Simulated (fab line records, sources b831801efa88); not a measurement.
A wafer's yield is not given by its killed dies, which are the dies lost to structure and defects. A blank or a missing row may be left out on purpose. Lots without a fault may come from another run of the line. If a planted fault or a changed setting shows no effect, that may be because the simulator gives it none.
Struck lot and sound lot, side by side / flow sky130 / 18 steps out of a route of 708
Sound: wafers L212.3, L212.5, L212.6. Wafers L215.2, L215.3, L215.4 were the ones struck. The cause is given at the end.
Each step with rows lists, per side, the tool, then ch with its chambers, then its first start. Under that, the readings that differ: sound wafers / struck wafers / difference of the means / sigmas: that difference in standard deviations of wafers without a fault.
alike: readings whose means differ by less than 2 such deviations, and words and numbers that are the same on both sides. not compared: withheld readings, readings that some wafer has no value for, bounds like >300 that may hide the same value, and numbers for which the record gives no deviation and whose values overlap.
Wherever a step has rows on one side only, a row that says differs or no value, or a row with sigmas, the two part there. When numbers do not overlap yet have no deviation, they are printed without sigmas and do not part them. Lack of a reading on every wafer of one side parts them only where that side has two or more wafers.

SKY_SONOS_ONO_OVL_MEAS_14:
  sound: overlay-02 at day 13 02:56; struck: overlay-01 at day 13 18:47
  alike: SONOS_ONO_OVL
SKY_SONOS_ONO_ETCH_15: etches the open film in CHF3/O2, target depth 19.52 nm, time 7.8 s.
  sound on rieDiel-01 ch 0,1,3, day 13 02:58; struck on rieDiel-02 ch 0,1,3, day 13 18:49
  alike: drypumpMotorCurrentA, oesProductAu, throttleValvePct
  not compared: rfHoursCounterH
then, 1 step without rows for these wafers: SKY_SONOS_ONO_WET_ETCH_16 (etches SiO2 in dHF, target depth 14 nm, time 280 s).
SKY_SONOS_ONO_STRIP_17: strips in O2/N2.
  sound on plasmaAsher-04 ch 0,1, day 13 03:07; struck on plasmaAsher-01 ch 0,1, day 13 18:55
reading=stripTimeToEndpointS (s); sound=14.07 14.01 14.04; struck=14.12 14.16 14.16; difference=+0.11; sigmas=+2
  alike: drypumpMotorCurrentA, o2FlowSccm, oesProductAu
  not compared: rfHoursCounterH
then, 3 steps without rows for these wafers: SKY_SONOS_ONO_WET_ETCH_18 (etches Si3N4 in H3PO4, target depth 15 nm, time 172 s); SKY_GATE_OXIDE_CLEAN_00 (cleans in SC1/SC2, time 150 s); SKY_GATE_OXIDE_OXIDATION_01 (stabilise 600 s, purge 300 s, target thk 10.268 nm).
SKY_GATE_OXIDE_THK_MEAS_02:
  sound: filmMetro-04 at day 13 05:04; struck: filmMetro-03 at day 13 20:58
  alike: GATE_OXIDE_OXIDATION_00_THK
then, 4 steps without rows for these wafers: SKY_GATE_OXIDE_DEHYDRATE_03 (time 60 s); SKY_GATE_OXIDE_HMDS_04 (prime time 60 s); SKY_GATE_OXIDE_COAT_05 (resist thk 1140 nm); SKY_GATE_OXIDE_SOFTBAKE_06 (time 60 s).
SKY_GATE_OXIDE_EXPOSE_07: exposes mask LVOM, target cd 600 nm.
  sound on ilineStepper-01 ch 0, day 13 17:58; struck on ilineStepper-01 ch 0, day 14 10:33
reading=model.GATE_OXIDE.overlayXNm (nm); sound=-0.4036 -0.4036 -0.4036; struck=-92.54 -92.54 -92.54; difference=-92.14; sigmas=
  alike: mask
then, 2 steps without rows for these wafers: SKY_GATE_OXIDE_PEB_08; SKY_GATE_OXIDE_DEVELOP_09 (develop time 60 s).
SKY_GATE_OXIDE_OVL_MEAS_10:
  sound: overlay-02 at day 14 07:17; struck: overlay-02 at day 14 23:35
reading=GATE_OXIDE_OVL (nm); sound=1.1 -0.3 -1.0; struck=-91.7 -91.9 -92.1; difference=-91.8; sigmas=-77
after that, 1 step had no rows for these wafers: SKY_GATE_OXIDE_IMPLANT_11.
SKY_PAD_OPEN_PROBE_99:
  rows exist in the record for the sound wafers here (prober-02, day 46 04:47), none for the struck ones

WHERE THEY PART
Last at SKY_PAD_OPEN_PROBE_99 as far as this record goes, first at SKY_SONOS_ONO_STRIP_17.

WHY: the cause the simulator had injected
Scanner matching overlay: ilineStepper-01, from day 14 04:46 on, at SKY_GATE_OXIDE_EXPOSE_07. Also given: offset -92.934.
